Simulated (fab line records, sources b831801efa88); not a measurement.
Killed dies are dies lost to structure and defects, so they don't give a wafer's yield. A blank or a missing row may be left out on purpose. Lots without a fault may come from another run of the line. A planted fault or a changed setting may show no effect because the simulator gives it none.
Split-lot experiment | flow gf180mcu | 5 lots, 23 wafers read, on a route of 602 steps

THE SPLIT
At GF_HV_LDD_DEVELOP_30 (develop time 60 s), the setting dev_temp_c was moved away from the recipe's 23 C on 8 of the 23 wafers read, by -11.8% to -8.4%. The other wafers ran this setting at the recipe's value.

The file shows no step between the split and the reading.

THE READING
cd_nm, in nm, at GF_HV_LDD_CD_MEAS_31 (target cd 400 nm). Fault-free wafers of this fab line usually give 399.4 nm, standard deviation 2.3 nm.

wafer  | tool, chamber at the split | dev_temp_c as run, C | against the recipe | cd_nm, nm | against lot-mates on the recipe
L074.1 | litho_track-01, 0          | 23                   | recipe             | 399.3     | -
L074.2 | litho_track-01, 0          | 23                   | recipe             | 402.0     | -
L074.3 | litho_track-01, 0          | 23                   | recipe             | 397.3     | -
L074.5 | litho_track-01, 0          | 23                   | recipe             | 399.4     | -
L074.6 | litho_track-01, 0          | 23                   | recipe             | 403.2     | -
L077.2 | litho_track-04, 0          | 23                   | recipe             | 398.3     | -
L077.3 | litho_track-04, 0          | 23                   | recipe             | 396.6     | -
L077.4 | litho_track-04, 0          | 23                   | recipe             | 399.1     | -
L077.5 | litho_track-04, 0          | 20.28                | -11.8%             | 406.7     | +8.7
L077.6 | litho_track-04, 0          | 20.28                | -11.8%             | 407.0     | +9.0
L079.1 | litho_track-04, 0          | 20.76                | -9.7%              | 403.7     | +10.2
L079.2 | litho_track-04, 0          | 20.76                | -9.7%              | 405.2     | +11.8
L079.3 | litho_track-04, 0          | 20.76                | -9.7%              | 404.6     | +11.2
L079.4 | litho_track-04, 0          | 23                   | recipe             | 393.9     | -
L079.5 | litho_track-04, 0          | 23                   | recipe             | 393.0     | -
L080.1 | litho_track-04, 0          | 23                   | recipe             | 394.4     | -
L080.2 | litho_track-04, 0          | 21.07                | -8.4%              | 404.8     | +8.9
L080.3 | litho_track-04, 0          | 23                   | recipe             | 397.4     | -
L080.4 | litho_track-04, 0          | 21.07                | -8.4%              | 403.9     | +8.0
L080.6 | litho_track-04, 0          | 21.07                | -8.4%              | 404.7     | +8.8
L082.1 | litho_track-03, 0          | 23                   | recipe             | 400.1     | -
L082.3 | litho_track-03, 0          | 23                   | recipe             | 398.0     | -
L082.5 | litho_track-03, 0          | 23                   | recipe             | 398.4     | -

THE FIT
A straight line over all 23 wafers: cd_nm changes by -0.722 nm for each +1% of dev_temp_c; r = -0.84; the points scatter about the line by 2.3 nm.
The same after taking each lot's own level away (the mean of its wafers on the recipe; 23 wafers): -0.956 nm for each +1%; r = -0.94; scatter 1.6 nm.
On that fit, the largest move of dev_temp_c shifts the reading by 11 nm.
The lots' own levels span 393.45 to 400.24 nm, that is 3.0 times the standard deviation above.
So the lot-to-lot level changes the slope: the two fits differ.
Check: with one of the wafers moved furthest among these (-11.8%) left out of the fit, the line predicts +12 nm for it against its lot-mates. It came out at +8.7 nm against them.

OTHER SPLITS ON THESE WAFERS
These wafers also went through other splits before the reading. Each is held against what the fit with the lots' levels taken away leaves over:
other split on the same wafers   | wafers away from the commonest value | r with cd_nm (lot level and that fit taken away)
GF_DUAL_GATE_OXIDATION_15 temp_c | 15                                   | +0.43
GF_POLY_GATE_ETCH_13 bias_w      | 7                                    | +0.18
GF_HV_LDD_EXPOSE_04 dose_mj      | 7                                    | -0.15
GF_HV_LDD_STRIP_22 platen_temp_c | 6                                    | -0.34

THE FILE'S OWN FIT
cd_nm changes by -0.93 nm for each +1% of dev_temp_c, r = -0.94.
